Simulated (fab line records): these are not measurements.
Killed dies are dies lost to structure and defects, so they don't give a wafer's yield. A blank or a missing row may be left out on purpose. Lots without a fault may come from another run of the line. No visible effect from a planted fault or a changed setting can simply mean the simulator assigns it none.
2 desks looking at one fault    flow sky130    every desk sees just its own numbers, and what lay behind them comes last

== METROLOGY DESK ==
Lot by lot, what the gauges showed, no matter which tool ran the lot: averages of those sampled wafers that carry a number. The brackets show how far a lot's mean lies from the usual mean; more than 4 standard deviations puts the lot out of limits, marked OUT.
Columns: A = METAL1_ALCU_THK at SKY_METAL1_THK_MEAS_06, usual 253 nm; B = cd_nm at SKY_METAL1_CD_MEAS_15, usual 140.2 nm; C = METAL1_OVL at SKY_METAL1_OVL_MEAS_16, usual 0 nm
lot   first seen here  A    B      C
L345  day 31 22:59     255  138.9  -2
L348  day 33 15:46     257  139.7  -9
L353  day 35 10:03     248  139.8  2
L356  day 36 06:38     245  138.1  1
L359  day 37 06:15     258  141.8  -6
L365  day 38 14:18     255  142.9  5
This desk's finding: nothing out of limits on any of the 6 lots.

== THE TOOL OWNER'S DESK: rie_metal-02 ==
The tool's own readings at SKY_METAL1_ETCH_18 (etches BARC in N2/H2, stops on SiO2, time 45.9 s, target depth 60 nm): means of the sampled wafers that have a number, for each lot that ran on this tool. The brackets show how far a lot's mean lies from the usual mean; more than 4 standard deviations puts the lot out of limits, marked OUT.
Columns: A = drypump_motor_current_A at SKY_METAL1_ETCH_18, usual 5.9 A; B = oes_product_au at SKY_METAL1_ETCH_18, usual 0.855 a.u.; C = throttle_valve_pct at SKY_METAL1_ETCH_18, usual 13.224 %
lot   first seen here  A    B      C
L345  day 33 02:08     6.0  0.856  13.234
L348  day 34 18:37     6.0  0.856  13.229
L353  day 36 11:53     5.6  0.845  13.225
L356  day 37 08:25     6.0  0.855  13.227
This desk's finding: nothing out of limits on any of the 4 lots.

== BROUGHT TOGETHER ==
Nothing out of limits was seen by the metrology desk.
The desk of the tool owner found nothing out of limits.

== WHAT THE SIMULATOR PUT IN ==
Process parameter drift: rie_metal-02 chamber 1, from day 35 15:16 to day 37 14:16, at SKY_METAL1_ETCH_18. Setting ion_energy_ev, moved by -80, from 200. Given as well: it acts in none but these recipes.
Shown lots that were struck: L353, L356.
